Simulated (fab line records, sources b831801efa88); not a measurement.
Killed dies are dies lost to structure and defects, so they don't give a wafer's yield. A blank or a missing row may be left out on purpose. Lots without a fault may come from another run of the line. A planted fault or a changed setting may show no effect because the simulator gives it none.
fab line records | flow sky130 | part 1 of 2: steps 1 to 42 of 43
record lots=6 wafers=18 last_day=50
route steps=708 shown VIA2@516 METAL3@532 CAPM@537 PAD_OPEN@708
lots that met no fault: from a run of the same line without faults
start_h: hours from the record's first day to the start of the lot's first wafer shown | wait_h: hours since the lot's step before | " the same as in the row above | L1.1+2: a row that stands for several wafers | - no value, or no start given | * or withheld: withheld | < > ~ a bound
route shown NAME@n: a module of which the file shows steps, and the number in the route of the first | usual: mean/standard deviation of fault-free wafers | same: alike in all rows | chamber/n: place in a boat | sites: the reading at each site | _std_site: their standard deviation | _edge_site: outer sites' mean less inner sites' | radius_mm: how far each site lies from the wafer's centre | mask NAME#n: copy n | behind: the tool/chamber that last shaped the wafer | hold: why the lot was held/for how many hours/how that ended | device: the transistor (n, p or np) that didn't switch | end of line: the same wafers' tests at the end of the route | a step without rows: its recipe alone | killed: dies lost to structure and defects at the first sort, not the wafer's yield | map: a wafer's dies, x killed, . not, _ none there
set.NAME: the setting as run; set.NAME@STEP: as run at that earlier step | model.NAME: the simulator's own value behind a step, which no gauge read
lots at some steps of the route; a table a step, a row a wafer
services: from which hour (start_h, from the record's first day; less than 0 if before it) a tool's chamber was out of use, for how many hours, and why
## steps
# step SKY_VIA2_EXPOSE_09
# recipe mask_id=VIM2 na=0.8 source_shape=annular sigma_inner=0.55 sigma_outer=0.85 target_cd_nm=200 dose_mj=38
# step SKY_VIA2_PEB_10
# recipe peb_temp_c=withheld peb_time_s=withheld resist=KrF-thick
# step SKY_VIA2_DEVELOP_11
# recipe develop_time_s=60 resist=KrF-thick dev_temp_c=21
# step SKY_VIA2_CD_MEAS_12
# recipe target_cd_nm=200
# usual cd_nm=200.4/1.5
# columns lot.wafer tool chamber start_h wait_h cd_nm
L657.2 cd_sem-02 - 903.08 - 201.2
L657.3 " - " " 200.4
L657.5 " - " " 200.8
L660.1 cd_sem-01 - 904.36 - 198.0
L660.2 " - " " 197.4
L660.5 " - " " 198.1
L668.1 cd_sem-01 - 950.56 - 199.0
L668.3 " - " " 199.1
L668.5 " - " " 200.8
L673.1 cd_sem-02 - 984.66 - 201.3
L673.2 " - " " 200.0
L673.6 " - " " 201.1
L672.1 cd_sem-01 - 988.88 - 201.0
L672.3 " - " " 200.4
L672.5 " - " " 200.7
L675.3 cd_sem-01 - 1000.85 - 203.1
L675.4 " - " " 201.8
L675.6 " - " " 202.0
# step SKY_VIA2_OVL_MEAS_13
# usual VIA2_OVL=5/5.3
# columns lot.wafer tool chamber start_h wait_h VIA2_OVL[nm]
L657.2 overlay-01 - 903.18 0.1 7
L657.3 " - " " -1
L657.5 " - " " 5
L660.1 overlay-02 - 904.48 0.1 4
L660.2 " - " " 7
L660.5 " - " " 12
L668.1 overlay-02 - 950.68 0.1 12
L668.3 " - " " 12
L668.5 " - " " 6
L673.1 overlay-02 - 984.78 0.1 2
L673.2 " - " " -1
L673.6 " - " " 5
L672.1 overlay-01 - 989.00 0.1 0
L672.3 " - " " 4
L672.5 " - " " -2
L675.3 overlay-01 - 1000.94 0.1 7
L675.4 " - " " 6
L675.6 " - " " 6
# step SKY_VIA2_ETCH_14
# recipe chemistry=N2/H2 target=BARC ion_energy_ev=200 source_w=500 bias_w=100 pressure_mtorr=30 n2_flow_sccm=100 h2_flow_sccm=200 stop_on=SiO2 time_s=45.9 target_depth_a=600
# step SKY_VIA2_ETCH_15
# recipe target=SiO2 chemistry=C4F8/O2/Ar target_depth_nm=546 stop_on=TiN mask_material=KrF-thick source_w=1500 bias_w=1200 pressure_mtorr=40 c4f8_flow_sccm=withheld O2_flow_sccm=6 Ar_flow_sccm=300 time_s=84
# usual bias_w=1200.4/3 oes_product_au=0.939/0.005
# columns lot.wafer tool chamber start_h wait_h bias_w oes_product_au rf_hours_counter_h
L657.2 rie_diel-04 0 903.26 0.0 1202.1 0.946 16
L657.3 " 2 " " 1199.9 0.939 3
L657.5 " 2 " " 1198.1 0.938 -
L660.1 rie_diel-03 0 904.56 0.0 1200.2 0.947 14
L660.2 " 3 " " 1202.0 0.934 14
L660.5 " 0 " " 1197.7 0.938 -
L668.1 rie_diel-01 1 950.76 0.0 1202.9 0.939 9
L668.3 " 3 " " 1202.3 0.932 26
L668.5 " 2 " " 1197.8 0.941 -
L673.1 rie_diel-03 2 984.86 0.0 1199.2 0.935 30
L673.2 " 0 " " 1200.2 0.933 17
L673.6 " 3 " " 1201.7 0.938 -
L672.1 rie_diel-03 1 989.08 0.0 1201.7 0.943 21
L672.3 " 3 " " 1205.6 0.944 16
L672.5 " 2 " " 1203.1 0.936 -
L675.3 rie_diel-04 1 1001.01 0.0 1199.7 0.941 8
L675.4 " 2 " " 1198.7 0.938 -
L675.6 " 3 " " 1200.9 0.947 -
# step SKY_VIA2_STRIP_16
# recipe chemistry=O2/N2 power_w=1400 pressure_mtorr=1500 platen_temp_c=withheld o2_flow_sccm=3000 n2_flow_sccm=300 overash_fraction=0.5
# step SKY_VIA2_STRIP_17
# recipe chemistry=post_etch_residue_remover time_s=1200 temp_c=72.5
# step SKY_VIA2_CLEAN_18
# recipe chemistry=IPA time_s=180 temp_c=25
# step SKY_VIA2_CLEAN_19
# recipe chemistry=O3/DIW dry=n2_spin
# step SKY_VIA2_SPUTTER_20
# recipe material=TiN target_thk_nm=20 chamber_pressure_pa=5 power_w=4000 time_s=80
# usual throttle_valve_pct=29.7/0.94
# columns lot.wafer tool chamber start_h wait_h throttle_valve_pct
L657.2 pvd_sputter-03 - 903.91 0.0 29.4
L657.3 " - " " 30.8
L657.5 " - " " 28.7
L660.1 pvd_sputter-03 - 905.21 0.0 28.3
L660.2 " - " " 29.5
L660.5 " - " " 31.0
L668.1 pvd_sputter-01 - 951.41 0.0 30.6
L668.3 " - " " 30.0
L668.5 " - " " 31.0
L673.1 pvd_sputter-04 - 985.51 0.0 29.6
L673.2 " - " " 31.6
L673.6 " - " " 30.0
L672.1 pvd_sputter-03 - 989.73 0.0 28.3
L672.3 " - " " 29.0
L672.5 " - " " 28.5
L675.3 pvd_sputter-04 - 1001.84 0.0 31.5
L675.4 " - " " 29.9
L675.6 " - " " 29.5
# step SKY_VIA2_CVD_21
# recipe material=W target_thk_nm=420 time_s=126.4 temp_c=400 pressure_torr=40
# usual heater_power_w=838/61
# columns lot.wafer tool chamber start_h wait_h heater_power_w
L657.2 cvd_w-02 1 903.97 0.0 864
L657.3 " 0 " " 831
L657.5 " 0 " " 838
L660.1 cvd_w-01 0 905.27 0.0 797
L660.2 " 1 " " 934
L660.5 " 1 " " 955
L668.1 cvd_w-01 1 951.47 0.0 944
L668.3 " 0 " " 775
L668.5 " 0 " " 803
L673.1 cvd_w-02 1 985.57 0.0 801
L673.2 " 0 " " 803
L673.6 " 1 " " 793
L672.1 cvd_w-02 0 989.79 0.0 814
L672.3 " 0 " " 816
L672.5 " 1 " " 803
L675.3 cvd_w-01 1 1001.95 0.1 949
L675.4 " 0 " " 794
L675.6 " 1 " " 943
# step SKY_VIA2_RS_MEAS_22
# recipe thk_meas_gauge=four-point-probe reads=W_of_VIA2_CVD_21+TiN_of_VIA2_SPUTTER_20
# usual VIA2_W_RS=0.273/0.0041
# columns lot.wafer tool chamber start_h wait_h VIA2_W_RS[ohm/sq]
L657.2 film_metro-04 - 904.12 0.1 0.269
L657.3 " - " " 0.282
L657.5 " - " " 0.275
L660.1 film_metro-02 - 905.40 0.1 0.275
L660.2 " - " " 0.278
L660.5 " - " " 0.274
L668.1 film_metro-03 - 951.60 0.1 0.275
L668.3 " - " " 0.277
L668.5 " - " " 0.276
L673.1 film_metro-04 - 985.70 0.1 0.267
L673.2 " - " " 0.277
L673.6 " - " " 0.270
L672.1 film_metro-04 - 989.92 0.1 0.272
L672.3 " - " " 0.274
L672.5 " - " " 0.268
L675.3 film_metro-03 - 1002.07 0.1 0.277
L675.4 " - " " 0.274
L675.6 " - " " 0.274
# step SKY_VIA2_THK_MEAS_23
# recipe thk_meas_gauge=xrf reads=W_of_VIA2_CVD_21
# usual VIA2_W_THK=417/7.7
# columns lot.wafer tool chamber start_h wait_h VIA2_W_THK[nm]
L657.2 film_metro-04 - 904.23 0.1 422
L657.3 " - " " 405
L657.5 " - " " 416
L660.1 film_metro-02 - 905.52 0.1 419
L660.2 " - " " 416
L660.5 " - " " 422
L668.1 film_metro-03 - 951.72 0.1 410
L668.3 " - " " 407
L668.5 " - " " 410
L673.1 film_metro-04 - 985.82 0.1 421
L673.2 " - " " 408
L673.6 " - " " 416
L672.1 film_metro-04 - 990.04 0.1 413
L672.3 " - " " 409
L672.5 " - " " 422
L675.3 film_metro-03 - 1002.17 0.1 403
L675.4 " - " " 411
L675.6 " - " " 412
# step SKY_VIA2_CMP_24
# recipe stop_on=SiO2 t_overpolish_s=20 down_force_psi=3.5 platen_rpm=60 target_thk_nm=0 pad_velocity_m_s=0.94248
# step SKY_METAL3_SPUTTER_00
# recipe material=Ti target_thk_nm=15 power_w=3000 time_s=10 chamber_pressure_pa=0.4
# step SKY_METAL3_SPUTTER_01
# recipe material=TiN target_thk_nm=20 power_w=6500 time_s=16.7 chamber_pressure_pa=0.4
# step SKY_METAL3_SPUTTER_02
# recipe material=AlCu target_thk_nm=735 power_w=10980 time_s=39.1 chamber_pressure_pa=0.4
# usual throttle_valve_pct=29.9/1
# columns lot.wafer tool chamber start_h wait_h throttle_valve_pct
L657.2 pvd_sputter-02 - 904.63 0.0 31.0
L657.3 " - " " 32.0
L657.5 " - " " 30.6
L660.1 pvd_sputter-03 - 905.93 0.0 28.2
L660.2 " - " " 29.4
L660.5 " - " " 29.0
L668.1 pvd_sputter-02 - 952.13 0.0 29.8
L668.3 " - " " 31.0
L668.5 " - " " 30.9
L673.1 pvd_sputter-01 - 986.23 0.0 28.9
L673.2 " - " " 28.8
L673.6 " - " " 28.9
L672.1 pvd_sputter-01 - 990.45 0.0 30.8
L672.3 " - " " 29.5
L672.5 " - " " 28.8
L675.3 pvd_sputter-01 - 1002.76 0.0 29.8
L675.4 " - " " 28.9
L675.6 " - " " 29.3
# step SKY_METAL3_SPUTTER_03
# recipe material=Ti target_thk_nm=5 power_w=3000 time_s=3.3 chamber_pressure_pa=0.4
# step SKY_METAL3_SPUTTER_04
# recipe material=TiN target_thk_nm=70 power_w=6500 time_s=58.3 chamber_pressure_pa=0.4
# step SKY_CAPM_CVD_00
# recipe material=SiO2 target_thk_nm=15.5 temp_c=400 time_s=withheld rf_w=450
# step SKY_CAPM_THK_MEAS_01
# recipe reads=SiO2_of_CAPM_CVD_00
# usual CAPM_CVD_00_THK=15.58/0.24
# columns lot.wafer tool chamber start_h wait_h CAPM_CVD_00_THK[nm]
L657.2 film_metro-02 - 904.77 - 15.60
L657.3 " - " " 15.30
L657.5 " - " " 15.77
L660.1 film_metro-01 - 906.06 - 15.37
L660.2 " - " " 15.26
L660.5 " - " " 15.63
L668.1 film_metro-04 - 952.26 - 15.42
L668.3 " - " " 15.51
L668.5 " - " " 15.36
L673.1 film_metro-01 - 986.36 - 15.24
L673.2 " - " " 15.76
L673.6 " - " " 15.67
L672.1 film_metro-01 - 990.58 - 15.49
L672.3 " - " " 15.56
L672.5 " - " " 15.67
L675.3 film_metro-02 - 1002.91 - 15.66
L675.4 " - " " 15.87
L675.6 " - " " 15.90
# step SKY_CAPM_SPUTTER_02
# recipe material=TiN target_thk_nm=200 temp_c=300 power_w=6500 time_s=166.7 chamber_pressure_pa=0.4
# step SKY_CAPM_RS_MEAS_03
# recipe thk_meas_gauge=four-point-probe reads=TiN_of_CAPM_SPUTTER_02
# usual CAPM_TIN_RS=6.92/0.086
# columns lot.wafer tool chamber start_h wait_h CAPM_TIN_RS[ohm/sq]
L657.2 film_metro-04 - 904.95 0.1 6.84
L657.3 " - " " 6.92
L657.5 " - " " 6.80
L660.1 film_metro-04 - 906.23 0.1 6.79
L660.2 " - " " 6.72
L660.5 " - " " 6.91
L668.1 film_metro-02 - 952.43 0.1 6.94
L668.3 " - " " 6.91
L668.5 " - " " 6.89
L673.1 film_metro-02 - 986.53 0.1 6.79
L673.2 " - " " 6.80
L673.6 " - " " 6.67
L672.1 film_metro-04 - 990.75 0.1 6.91
L672.3 " - " " 6.92
L672.5 " - " " 6.90
L675.3 film_metro-01 - 1003.10 0.1 6.86
L675.4 " - " " 6.90
L675.6 " - " " 6.99
# step SKY_CAPM_THK_MEAS_04
# recipe thk_meas_gauge=xrf reads=TiN_of_CAPM_SPUTTER_02
# usual CAPM_TIN_THK=198.7/2.5
# columns lot.wafer tool chamber start_h wait_h CAPM_TIN_THK[nm]
L657.2 film_metro-04 - 905.06 0.1 200.2
L657.3 " - " " 199.5
L657.5 " - " " 201.7
L660.1 film_metro-04 - 906.35 0.1 202.1
L660.2 " - " " 203.7
L660.5 " - " " 199.0
L668.1 film_metro-02 - 952.55 0.1 198.9
L668.3 " - " " 199.7
L668.5 " - " " 200.0
L673.1 film_metro-02 - 986.65 0.1 202.7
L673.2 " - " " 202.7
L673.6 " - " " 205.9
L672.1 film_metro-04 - 990.87 0.1 198.9
L672.3 " - " " 197.0
L672.5 " - " " 199.1
L675.3 film_metro-01 - 1003.20 0.1 200.4
L675.4 " - " " 198.8
L675.6 " - " " 196.8
# step SKY_CAPM_DEHYDRATE_05
# recipe temp_c=200 time_s=60
# step SKY_CAPM_HMDS_06
# recipe prime_time_s=60 prime_temp_c=120
# step SKY_CAPM_COAT_07
# recipe resist=NOVOLAK spin_rpm=3000 resist_thk_nm=1140
# step SKY_CAPM_SOFTBAKE_08
# recipe temp_c=90 time_s=60 resist=NOVOLAK
# step SKY_CAPM_EXPOSE_09
# recipe mask_id=CAPM na=0.6 source_shape=conventional sigma_outer=0.6 polarization=unpolarized target_cd_nm=1000 dose_mj=159
# step SKY_CAPM_PEB_10
# recipe temp_c=withheld time_s=* resist=NOVOLAK
# step SKY_CAPM_DEVELOP_11
# recipe resist=NOVOLAK developer=TMAH develop_time_s=60 dev_temp_c=23
# step SKY_CAPM_OVL_MEAS_12
# usual CAPM_OVL=0.6/1.5
# columns lot.wafer tool chamber start_h wait_h CAPM_OVL[nm]
L657.2 overlay-01 - 929.72 0.1 2.6
L657.3 " - " " 3.6
L657.5 " - " " 2.5
L660.1 overlay-01 - 930.76 0.1 -0.2
L660.2 " - " " -1.3
L660.5 " - " " -0.7
L668.1 overlay-02 - 974.91 0.1 0.3
L668.3 " - " " -1.8
L668.5 " - " " -1.1
L673.1 overlay-01 - 1009.12 0.1 2.1
L673.2 " - " " 0.8
L673.6 " - " " -0.3
L672.1 overlay-02 - 1013.46 0.1 1.2
L672.3 " - " " 1.5
L672.5 " - " " 2.0
L675.3 overlay-01 - 1026.87 0.1 1.9
L675.4 " - " " 1.4
L675.6 " - " " -0.6
# step SKY_CAPM_METAL_ETCH_13
# recipe target_depth_nm=220 stop_on=SiO2 chemistry=Cl2/BCl3 target=TiN pressure_mtorr=10 icp_w=900 bias_w=49.71 Cl2_flow_sccm=60 bcl3_flow_sccm=30 time_s=62.9
# usual bias_w=49.71/0.16 drypump_motor_current_A=5.72/0.3 oes_product_au=0.941/0.0082 throttle_valve_pct=21.902/0.011
# columns lot.wafer tool chamber start_h wait_h bias_w drypump_motor_current_A oes_product_au rf_hours_counter_h throttle_valve_pct
L657.2 rie_metal-02 1 929.75 0.0 49.87 5.09 0.946 1 21.912
L657.3 " 0 " " 49.85 5.83 0.939 - 21.911
L657.5 " 1 " " 50.15 5.07 0.956 - 21.884
L660.1 rie_metal-02 0 930.79 0.0 49.72 5.80 0.955 18 21.888
L660.2 " 1 " " 49.69 5.11 0.947 1 21.888
L660.5 " 0 " " 49.53 5.78 0.948 - 21.905
L668.1 rie_metal-04 1 974.94 0.0 49.77 5.92 0.935 16 21.897
L668.3 " 0 " " 49.89 5.74 0.940 - 21.899
L668.5 " 1 " " 49.72 5.90 0.940 - 21.892
L673.1 rie_metal-02 1 1009.15 0.0 49.54 5.10 0.958 6 21.899
L673.2 " 0 " " 49.47 5.80 0.949 22 21.916
L673.6 " 0 " " 49.72 5.81 0.962 - 21.886
L672.1 rie_metal-02 1 1013.49 0.0 49.53 5.08 0.944 6 21.886
L672.3 " 0 " " 49.26 5.80 0.939 - 21.913
L672.5 " 0 " " 49.46 5.81 0.943 - 21.897
L675.3 rie_metal-02 0 1026.92 0.0 49.41 5.79 0.948 - 21.896
L675.4 " 1 " " 49.92 5.10 0.939 - 21.905
L675.6 " 1 " " 50.06 5.09 0.941 - 21.893
# step SKY_CAPM_STRIP_14
# recipe chemistry=O2/N2 power_w=1400 pressure_mtorr=1500 platen_temp_c=withheld o2_flow_sccm=3000 n2_flow_sccm=300 overash_fraction=0.5
# usual drypump_motor_current_A=5.6/0.49 oes_product_au=0.710/0.0045 strip_time_to_endpoint_s=12.60/0.043
# columns lot.wafer tool chamber start_h wait_h drypump_motor_current_A oes_product_au rf_hours_counter_h strip_time_to_endpoint_s
L657.2 plasma_asher-02 0 929.83 0.1 5.0 0.707 84 12.60
L657.3 " 0 " " 5.0 0.703 - 12.65
L657.5 " 1 " " 5.5 0.708 - 12.60
L660.1 plasma_asher-02 1 930.87 0.1 5.5 0.712 84 12.62
L660.2 " 0 " " 5.0 0.715 84 12.56
L660.5 " 0 " " 5.0 0.712 - 12.62
L668.1 plasma_asher-02 1 975.02 0.1 5.5 0.710 88 12.53
L668.3 " 1 " " 5.5 0.708 - 12.63
L668.5 " 1 " " 5.5 0.704 - 12.51
L673.1 plasma_asher-02 0 1009.23 0.1 5.0 0.709 92 12.62
L673.2 " 1 " " 5.5 0.719 92 12.63
L673.6 " 1 " " 5.5 0.703 - 12.60
L672.1 plasma_asher-04 0 1013.57 0.1 6.2 0.715 57 12.60
L672.3 " 1 " " 5.2 0.717 - 12.62
L672.5 " 1 " " 5.2 0.710 - 12.61
L675.3 plasma_asher-02 0 1027.00 0.1 5.0 0.706 - 12.64
L675.4 " 1 " " 5.5 0.705 - 12.61
L675.6 " 0 " " 5.0 0.703 - 12.66
# step SKY_CAPM_STRIP_15
# recipe chemistry=post_etch_residue_remover time_s=1200 temp_c=72.5
# step SKY_CAPM_CLEAN_16
# recipe chemistry=IPA time_s=180 temp_c=25
# step SKY_CAPM_CLEAN_17
# recipe chemistry=O3/DIW dry=n2_spin
# step SKY_METAL3_DEHYDRATE_05
# recipe temp_c=200 time_s=60
# step SKY_METAL3_HMDS_06
# recipe prime_time_s=60 prime_temp_c=120
# step SKY_METAL3_COAT_07
# recipe resist=BARC temp_c=withheld time_s=withheld spin_rpm=3000 resist_thk_nm=60
